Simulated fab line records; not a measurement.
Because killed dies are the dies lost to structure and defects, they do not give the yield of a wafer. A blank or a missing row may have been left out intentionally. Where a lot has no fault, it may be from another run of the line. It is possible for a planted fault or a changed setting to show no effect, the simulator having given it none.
fab line records	flow sfq-line
[record] lots = 6	wafers = 18	last-day = 91
route steps=325 shown C5@250 M6@251
lots that met no fault: from a run of the same line without faults
start-h: start of the lot's first displayed wafer, in hours after the record's first day	wait-h: hours elapsed since this lot's preceding step	" same as the row above	L1.1+2: a single row standing in for several wafers	- no value, or no start was given	* or withheld: withheld	< > ~ a bound
route shown NAME@n: names a module that has steps shown in the file, with the first one's number in the route	usual: average and standard deviation across the fault-free wafers	same: alike in all rows	chamber/n: place in a boat	sites: readings site by site	_std_site: their standard deviation	_edge_site: the outer-site mean with the inner-site mean subtracted	radius-mm: for every site, how far away it sits from the centre of the wafer	mask NAME#n: copy n	behind: the last tool/chamber to shape the wafer	hold: reason for holding the lot/hours on hold/outcome of the hold	device: which transistor (n, p or np) failed to switch	end of line: the route-end tests of the same wafers	where a step has no rows: the recipe by itself	killed: dies lost to structure and defects at the first sort, not the wafer's yield	map: shows each die of a wafer: x if killed, . if not, _ if none is there
set.NAME: the setting the step ran with; set.NAME@STEP: the setting that earlier step ran with	model.NAME: the simulator's own value behind a step, which no gauge read
lots at some steps of the route; a table a step, a row a wafer
services: when a tool's chamber went out of use (start-h, in hours from the record's first day, below 0 if earlier), for how many hours, and the reason
[[steps]]
[step SFQ_TRILAYER_C5_STRIP_SOLV_CLEAN_156]
[recipe] chemistry = NMP	temp-c = 70	time-s = 600
[step SFQ_TRILAYER_M6_DEP_PRE_CLEAN_158]
[recipe] gas = Ar	time-s = 22.5	bias-v = 250
[step SFQ_TRILAYER_M6_DEP_SPUTTER_157]
[recipe] material = Nb	base-pressure-pa = 1.33e-06	chamber-pressure-pa = 0.1333	substrate-temp-c = 20	target-thk-nm = 200	power-w = 2000	time-s = 133.3
[usual] cathode-dc-power-W = 2000.0/0.36	throttle-valve-pct = 30.5/0.97
[same] time-s = 133.3
lot.wafer	tool	chamber	start-h	wait-h	cathode-dc-power-W	throttle-valve-pct
L369.1	pvd-sputter-03	-	1713.29	0.0	2000.5	31.6
L369.2	"	-	"	"	2000.5	28.9
L369.3	"	-	"	"	2000.6	30.0
L371.1	pvd-sputter-03	-	1756.59	0.0	1999.6	31.7
L371.2	"	-	"	"	1999.9	29.9
L371.3	"	-	"	"	2000.2	29.0
L385.1	pvd-sputter-06	-	1857.21	0.0	1999.7	30.0
L385.2	"	-	"	"	1999.9	30.0
L385.6	"	-	"	"	1999.8	30.3
L387.1	pvd-sputter-04	-	1878.67	0.0	2000.2	31.1
L387.2	"	-	"	"	1999.9	31.8
L387.3	"	-	"	"	1999.8	29.5
L388.2	pvd-sputter-03	-	1881.08	0.0	1999.5	29.3
L388.3	"	-	"	"	1999.6	31.3
L388.4	"	-	"	"	2000.1	31.6
L389.2	pvd-sputter-04	-	1882.27	0.0	2000.5	29.6
L389.3	"	-	"	"	1999.5	31.5
L389.5	"	-	"	"	1999.5	31.4
[step SFQ_M6_RS_MEAS_938]
[recipe] thk-meas-gauge = four-point-probe	reads = Nb_of_TRILAYER_M6_DEP_SPUTTER_157
[usual] M6_NB_RS = 0.894/0.0075
lot.wafer	tool	chamber	start-h	wait-h	M6_NB_RS[ohm/sq]
L369.1	film-metro-02	-	1713.38	0.0	0.902
L369.2	"	-	"	"	0.905
L369.3	"	-	"	"	0.900
L371.1	film-metro-02	-	1756.68	0.0	0.892
L371.2	"	-	"	"	0.881
L371.3	"	-	"	"	0.886
L385.1	film-metro-04	-	1857.30	0.0	0.885
L385.2	"	-	"	"	0.888
L385.6	"	-	"	"	0.889
L387.1	film-metro-01	-	1879.70	1.0	0.898
L387.2	"	-	"	"	0.895
L387.3	"	-	"	"	0.895
L388.2	film-metro-01	-	1881.19	0.1	0.890
L388.3	"	-	"	"	0.899
L388.4	"	-	"	"	0.893
L389.2	film-metro-01	-	1882.39	0.1	0.897
L389.3	"	-	"	"	0.907
L389.5	"	-	"	"	0.909
[step SFQ_TRILAYER_M6_LITHO_COAT_164]
[recipe] resist = BARC	spin-rpm = 3000	resist-thk-nm = 62
[step SFQ_TRILAYER_M6_LITHO_COAT_159]
[recipe] resist = KrF	spin-rpm = 3000	resist-thk-nm = 600
[step SFQ_TRILAYER_M6_LITHO_SOFTBAKE_163]
[recipe] temp-c = withheld	time-s = withheld	resist = KrF
[step SFQ_TRILAYER_M6_LITHO_EXPOSE_160]
[recipe] mask-id = M6	na = 0.6	source-shape = conventional	sigma-outer = 0.65	target-cd-nm = 500	dose-mj = 14.4
[step SFQ_TRILAYER_M6_LITHO_PEB_162]
[recipe] peb-temp-c = 115	peb-time-s = 60	resist = KrF
[step SFQ_TRILAYER_M6_LITHO_DEVELOP_161]
[recipe] time-s = 60	resist = KrF
[step SFQ_M6_OVL_MEAS_940]
[usual] M6_OVL = 1/5
lot.wafer	tool	chamber	start-h	wait-h	M6_OVL[nm]
L369.1	overlay-02	-	1715.94	0.1	11
L369.2	"	-	"	"	9
L369.3	"	-	"	"	9
L371.1	overlay-02	-	1759.11	0.1	1
L371.2	"	-	"	"	6
L371.3	"	-	"	"	2
L385.1	overlay-01	-	1891.16	0.1	3
L385.2	"	-	"	"	0
L385.6	"	-	"	"	-2
L387.1	overlay-02	-	1897.16	0.1	-10
L387.2	"	-	"	"	-4
L387.3	"	-	"	"	-11
L388.2	overlay-02	-	1899.57	0.1	2
L388.3	"	-	"	"	-2
L388.4	"	-	"	"	-7
L389.2	overlay-01	-	1900.77	0.1	-3
L389.3	"	-	"	"	-2
L389.5	"	-	"	"	-1
[step SFQ_TRILAYER_M6_BARC_OPEN_METAL_ETCH_206]
[recipe] mask-material = PR	chemistry = O2	target-depth-nm = 125	target = BARC	icp-w = 600	bias-w = 80	pressure-mtorr = 10	time-s = 41.7
[usual] drypump-motor-current-A = 5.9/0.35	oes-product-au = 0.686/0.0044	rf-fwd-power-W = 594.7/2.1	run-length-s = 70.0/0.8
lot.wafer	tool	chamber	start-h	wait-h	drypump-motor-current-A	oes-product-au	rf-fwd-power-W	rf-hours-counter-h	run-length-s	model.KrF_of_TRILAYER_M6_LITHO_COAT_159.thk-nm
L369.1	rie-metal-03	0	1715.98	0.0	6.4	0.683	593.7	84	69.8	522.1
L369.2	"	1	"	"	6.0	0.684	597.7	77	70.1	523.8
L369.3	"	0	"	"	6.3	0.688	594.1	-	69.6	522.4
L371.1	rie-metal-01	1	1759.15	0.0	5.6	0.685	598.0	102	70.2	522.5
L371.2	"	0	"	"	5.4	0.689	595.8	40	69.8	523.3
L371.3	"	1	"	"	5.6	0.690	595.6	-	70.3	521.3
L385.1	rie-metal-03	0	1891.20	0.0	6.4	0.712	-	114	66.9	527.8
L385.2	"	1	"	"	6.0	0.720	-	107	66.9	528.6
L385.6	"	0	"	"	6.4	0.693	596.2	-	70.1	523.7
L387.1	rie-metal-02	0	1897.20	0.0	6.0	0.692	592.8	120	69.6	524.7
L387.2	"	1	"	"	5.6	0.682	592.9	69	70.2	523.9
L387.3	"	1	"	"	5.6	0.683	591.9	-	70.7	521.3
L388.2	rie-metal-03	1	1899.60	0.0	6.1	0.725	-	108	67.2	525.8
L388.3	"	0	"	"	6.3	0.688	597.0	-	69.6	523
L388.4	"	1	"	"	6.0	0.687	595.9	-	69.1	521.2
L389.2	rie-metal-01	0	1900.80	0.0	5.4	0.678	597.0	64	69.6	523
L389.3	"	1	"	"	5.6	0.677	592.3	-	70.1	522.1
L389.5	"	0	"	"	5.4	0.693	597.3	-	70.1	521.9
[step SFQ_TRILAYER_M6_ETCH_METAL_ETCH_162]
[recipe] target = Nb	stop-on = SiO2	mask-material = PR	chemistry = Cl2/Ar	target-depth-nm = 240	icp-w = 600	bias-w = 80	pressure-mtorr = 10	time-s = 120
[usual] drypump-motor-current-A = 5.9/0.34	oes-product-au = 0.892/0.0066	rf-fwd-power-W = 597.3/1.9	run-length-s = 148.2/0.75
[same] time-s = 120
lot.wafer	tool	chamber	start-h	wait-h	drypump-motor-current-A	oes-product-au	rf-fwd-power-W	rf-hours-counter-h	run-length-s
L369.1	rie-metal-03	0	1716.04	0.0	6.4	0.890	599.6	84	148.0
L369.2	"	1	"	"	6.1	0.880	596.5	77	147.8
L369.3	"	0	"	"	6.4	0.891	599.5	-	147.8
L371.1	rie-metal-01	1	1759.21	0.0	5.6	0.892	597.7	102	148.6
L371.2	"	0	"	"	5.4	0.891	594.8	40	147.9
L371.3	"	1	"	"	5.6	0.896	601.5	-	148.6
L385.1	rie-metal-03	0	1891.26	0.0	6.4	0.890	597.6	114	147.7
L385.2	"	1	"	"	6.0	0.891	596.7	107	147.5
L385.6	"	0	"	"	6.4	0.897	596.3	-	147.9
L387.1	rie-metal-02	0	1897.26	0.0	6.1	0.887	597.9	120	148.2
L387.2	"	1	"	"	5.6	0.891	597.0	69	148.7
L387.3	"	1	"	"	5.6	0.889	598.2	-	149.0
L388.2	rie-metal-03	1	1899.66	0.0	6.1	0.897	598.2	108	148.0
L388.3	"	0	"	"	6.3	0.882	597.1	-	147.8
L388.4	"	1	"	"	6.1	0.893	599.2	-	147.6
L389.2	rie-metal-01	0	1900.86	0.0	5.4	0.884	597.6	64	148.0
L389.3	"	1	"	"	5.6	0.882	595.7	-	148.7
L389.5	"	0	"	"	5.4	0.884	597.3	-	148.2
[[services]]
tool	chamber	start-h	hours	kind
rie-metal-01	-	1702.78	0.2	repair
pvd-sputter-04	2	1708.42	-	consumable-replace:kit
pvd-sputter-04	2	1708.42	18.0	scheduled-down
pvd-sputter-04	2	1708.42	18.0	vent-cycle
pvd-sputter-03	-	1714.90	8.0	repair
pvd-sputter-03	-	1767.51	4.6	repair
pvd-sputter-03	-	1771.27	0.5	repair
pvd-sputter-03	-	1776.58	1.9	repair
pvd-sputter-03	-	1782.41	2.5	repair
pvd-sputter-06	-	1786.19	9.1	repair
pvd-sputter-06	3	1795.30	-	consumable-replace:kit
pvd-sputter-06	3	1795.30	18.0	scheduled-down
pvd-sputter-06	3	1795.30	18.0	vent-cycle
pvd-sputter-03	-	1823.49	8.0	repair
rie-metal-01	0	1843.55	2.5	repair
pvd-sputter-04	-	1887.56	6.5	repair
[[key]]
[first-sign] step = SFQ_TRILAYER_M6_BARC_OPEN_METAL_ETCH_206	reading = oes-product-au	direction = up	sigmas = 7.6	usual = 0.686	struck = 0.719
[effect] step = SFQ_TRILAYER_M6_BARC_OPEN_METAL_ETCH_206	reading = run-length-s	direction = down	sigmas = 3.7	usual = *	struck = *
[model-effect] step = SFQ_TRILAYER_M6_BARC_OPEN_METAL_ETCH_206	value = KrF_of_TRILAYER_M6_LITHO_COAT_159.thk-nm	without = 524.1	struck = 527.4
met-at SFQ_TRILAYER_M6_BARC_OPEN_METAL_ETCH_206
struck-wafers L385.1,L385.2,L388.2
onset-between 1715.98 1891.20
[fault] kind = process-parameter-drift	tool = rie-metal-03	chamber = -	onset-h = 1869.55	steps = SFQ_TRILAYER_M6_BARC_OPEN_METAL_ETCH_206	channel = time-s	offset = *	shape = step	end-h = 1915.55	scope = struck-wafers-only	acts-in = *	stated = *
